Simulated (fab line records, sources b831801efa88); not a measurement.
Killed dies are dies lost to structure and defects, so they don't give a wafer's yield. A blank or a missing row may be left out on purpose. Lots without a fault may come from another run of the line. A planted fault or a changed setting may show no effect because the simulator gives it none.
Which tool did it? | flow gf180mcu | 13 lots, 39 wafers sampled, at 6 steps of a route of 602

WHAT THE GAUGES READ, wafer by wafer
GF_VT_IMPLANT_TW_MEAS_32. Usual: VT_IMPLANT_3_TW 269.7, standard deviation 2.8.
lot  | measured     | on            | VT_IMPLANT_3_TW   | flag
L208 | day 6 23:04  | film_metro-02 | 268.6 266.7 268.6 |
L209 | day 7 05:13  | film_metro-03 | 267.2 265.9 264.7 |
L211 | day 7 16:59  | film_metro-03 | 265.5 265.3 265.4 |
L214 | day 8 15:13  | film_metro-04 | 271.8 272.4 272.2 |
L218 | day 9 16:17  | film_metro-04 | 274.2 274.2 275.0 |
L219 | day 9 20:05  | film_metro-03 | 267.2 267.9 267.2 |
L224 | day 11 04:48 | film_metro-02 | 270.1 269.5 269.6 |
L225 | day 11 11:49 | film_metro-04 | 273.7 273.7 273.7 |
L226 | day 11 19:08 | film_metro-03 | 266.0 267.0 264.8 |
L227 | day 12 01:50 | film_metro-03 | 268.4 268.2 269.6 |
L228 | day 12 08:29 | film_metro-03 | 269.7 268.9 270.4 |
L230 | day 12 20:58 | film_metro-03 | 267.8 268.8 269.0 |
L231 | day 13 01:20 | film_metro-03 | 267.7 266.8 267.9 |

GF_PSD_OVL_MEAS_08. Usual: PSD_OVL 0.8 nm, standard deviation 1.5.
lot  | measured     | on         | PSD_OVL (nm)   | flag
L208 | day 14 05:01 | overlay-01 | 1.7 0.9 2.4    |
L209 | day 14 10:18 | overlay-01 | 1.0 -0.5 -0.7  |
L211 | day 15 08:05 | overlay-01 | 1.0 1.7 2.0    |
L214 | day 16 09:55 | overlay-01 | 0.4 2.3 1.4    |
L218 | day 17 18:27 | overlay-01 | -1.2 1.2 0.3   |
L219 | day 18 00:06 | overlay-02 | 0.7 -2.5 1.0   |
L224 | day 19 23:03 | overlay-02 | 2.2 1.9 0.8    |
L225 | day 20 07:41 | overlay-01 | 0.7 1.7 2.1    |
L226 | day 20 19:06 | overlay-02 | -2.1 -1.1 -0.2 |
L227 | day 21 06:16 | overlay-01 | 3.2 3.1 1.4    |
L228 | day 21 09:55 | overlay-01 | 1.8 1.2 0.3    |
L230 | day 22 02:58 | overlay-01 | 1.1 1.9 0.1    |
L231 | day 22 04:18 | overlay-02 | -1.1 -1.1 -1.9 |

GF_PSD_RS_MEAS_14: measures by four-point-probe. Usual: NSD_RS 46.12 ohm/sq, standard deviation 0.091.
lot  | measured     | on            | NSD_RS (ohm/sq)   | flag
L208 | day 14 05:29 | film_metro-03 | 46.11 46.11 46.19 |
L209 | day 14 10:47 | film_metro-04 | 46.07 46.10 46.13 |
L211 | day 15 08:37 | film_metro-02 | 45.92 45.94 45.97 |
L214 | day 16 10:29 | film_metro-04 | 46.06 46.05 46.12 |
L218 | day 17 18:57 | film_metro-02 | 43.71 43.61 43.68 | OFF
L219 | day 18 00:37 | film_metro-04 | 43.87 43.84 43.87 | OFF
L224 | day 19 23:32 | film_metro-02 | 46.05 46.01 46.11 |
L225 | day 20 08:10 | film_metro-02 | 45.96 46.05 46.04 |
L226 | day 20 19:41 | film_metro-03 | 46.01 46.09 46.06 |
L227 | day 21 06:46 | film_metro-03 | 46.03 46.08 46.14 |
L228 | day 21 10:24 | film_metro-04 | 46.23 46.23 46.24 |
L230 | day 22 03:28 | film_metro-04 | 46.14 46.05 46.14 |
L231 | day 22 04:47 | film_metro-03 | 46.22 46.14 46.19 |

GF_PSD_RS_MEAS_15: measures by four-point-probe. Usual: PSD_RS 108.50 ohm/sq, standard deviation 0.28.
lot  | measured     | on            | PSD_RS (ohm/sq)      | flag
L208 | day 14 05:37 | film_metro-03 | 108.62 108.32 108.63 |
L209 | day 14 10:54 | film_metro-04 | 108.57 108.23 108.25 |
L211 | day 15 08:44 | film_metro-02 | 108.29 107.83 107.86 |
L214 | day 16 10:36 | film_metro-04 | 108.45 108.52 108.57 |
L218 | day 17 19:04 | film_metro-02 | 101.38 101.08 100.95 | OFF
L219 | day 18 00:44 | film_metro-04 | 101.32 101.60 101.36 | OFF
L224 | day 19 23:40 | film_metro-02 | 108.44 108.62 108.32 |
L225 | day 20 08:17 | film_metro-02 | 108.78 108.32 108.17 |
L226 | day 20 19:49 | film_metro-03 | 108.44 108.16 108.15 |
L227 | day 21 06:53 | film_metro-03 | 108.31 108.32 108.62 |
L228 | day 21 10:31 | film_metro-04 | 108.89 108.76 108.84 |
L230 | day 22 03:35 | film_metro-04 | 108.08 107.89 108.42 |
L231 | day 22 04:54 | film_metro-03 | 108.56 108.66 108.39 |

GF_V1_RS_MEAS_24: measures by four-point-probe. Usual: V1_W_RS 0.326 ohm/sq, standard deviation 0.0048.
lot  | measured     | on            | V1_W_RS (ohm/sq)  | flag
L208 | day 18 04:08 | film_metro-01 | 0.317 0.319 0.317 |
L209 | day 18 10:51 | film_metro-01 | 0.332 0.325 0.333 |
L211 | day 19 09:44 | film_metro-03 | 0.330 0.321 0.329 |
L214 | day 20 15:19 | film_metro-01 | 0.333 0.330 0.335 |
L218 | day 22 00:58 | film_metro-01 | 0.327 0.324 0.330 |
L219 | day 22 04:16 | film_metro-03 | 0.337 0.323 0.330 |
L224 | day 24 03:14 | film_metro-02 | 0.320 0.329 0.328 |
L225 | day 24 09:25 | film_metro-02 | 0.328 0.325 0.323 |
L226 | day 24 19:45 | film_metro-01 | 0.329 0.322 0.320 |
L227 | day 25 07:49 | film_metro-02 | 0.325 0.324 0.322 |
L228 | day 25 09:58 | film_metro-03 | 0.319 0.317 0.326 |
L230 | day 26 01:13 | film_metro-01 | 0.320 0.322 0.331 |
L231 | day 26 02:55 | film_metro-01 | 0.328 0.327 0.326 |

WHICH TOOL RAN EACH LOT (tool, then ch and the chambers of the sampled wafers, then the start)
lot  | GF_PSD_RTA_13
L208 | rtp_anneal-02 ch 0, day 14 05:25
L209 | rtp_anneal-01 ch 0, day 14 10:42
L211 | rtp_anneal-02 ch 0, day 15 08:31
L214 | rtp_anneal-01 ch 0, day 16 10:19
L218 | rtp_anneal-01 ch 0, day 17 18:52
L219 | rtp_anneal-01 ch 0, day 18 00:31
L224 | rtp_anneal-02 ch 0, day 19 23:27
L225 | rtp_anneal-02 ch 0, day 20 08:05
L226 | rtp_anneal-01 ch 0, day 20 19:32
L227 | rtp_anneal-02 ch 0, day 21 06:41
L228 | rtp_anneal-01 ch 0, day 21 10:19
L230 | rtp_anneal-01 ch 0, day 22 03:23
L231 | rtp_anneal-01 ch 0, day 22 04:41
- GF_PSD_RTA_13: time 20 s.

WHAT THE TOOLS THEMSELVES READ (means of the sampled wafers that have a number; where no wafer has one, the mark that the record gives instead)
GF_PSD_RTA_13. Usual: lamp_power_pct 31.4 %, standard deviation 2.8; wafer_temp_C_max 1030.0, standard deviation 1.1.
lot  | tool          | lamp_power_pct (%) | wafer_temp_C_max | flag
L208 | rtp_anneal-02 | 28.9               | 1029.8           |
L209 | rtp_anneal-01 | 34.5               | 1031.7           |
L211 | rtp_anneal-02 | 28.8               | 1029.3           |
L214 | rtp_anneal-01 | 34.5               | 1030.8           |
L218 | rtp_anneal-01 | 36.0               | 1030.9           |
L219 | rtp_anneal-01 | 36.0               | 1030.3           |
L224 | rtp_anneal-02 | 28.8               | 1029.5           |
L225 | rtp_anneal-02 | 28.8               | 1029.6           |
L226 | rtp_anneal-01 | 34.5               | 1030.7           |
L227 | rtp_anneal-02 | 28.8               | 1029.0           |
L228 | rtp_anneal-01 | 34.5               | 1030.9           |
L230 | rtp_anneal-01 | 34.5               | 1031.0           |
L231 | rtp_anneal-01 | 34.5               | 1031.0           |

THE ANSWER, worked out from the rows above alone
Rule: a lot is off if the mean of its wafers that have a number lies more than 3 standard deviations from the usual mean. A lot without any number at a reading at which 4 lots or more have one is off too. The other lots that the step has rows for count as sound. The gauges are gone through in route order, then the tools' own readings, and for those a lot's mean is taken as printed above. The first step at which some lot is off is used, and at that step the reading that is off furthest; a lot without a number counts as furthest.
Off: L218, L219, at GF_PSD_RS_MEAS_14 (NSD_RS).
A tool fits if, at a process step before that reading, it ran every lot that is off, and no sound lot after the first of them. The gauges at GF_PSD_RS_MEAS_14 are tried like those tools. None of those tried fits.

WHAT THE SIMULATOR HAD PUT IN
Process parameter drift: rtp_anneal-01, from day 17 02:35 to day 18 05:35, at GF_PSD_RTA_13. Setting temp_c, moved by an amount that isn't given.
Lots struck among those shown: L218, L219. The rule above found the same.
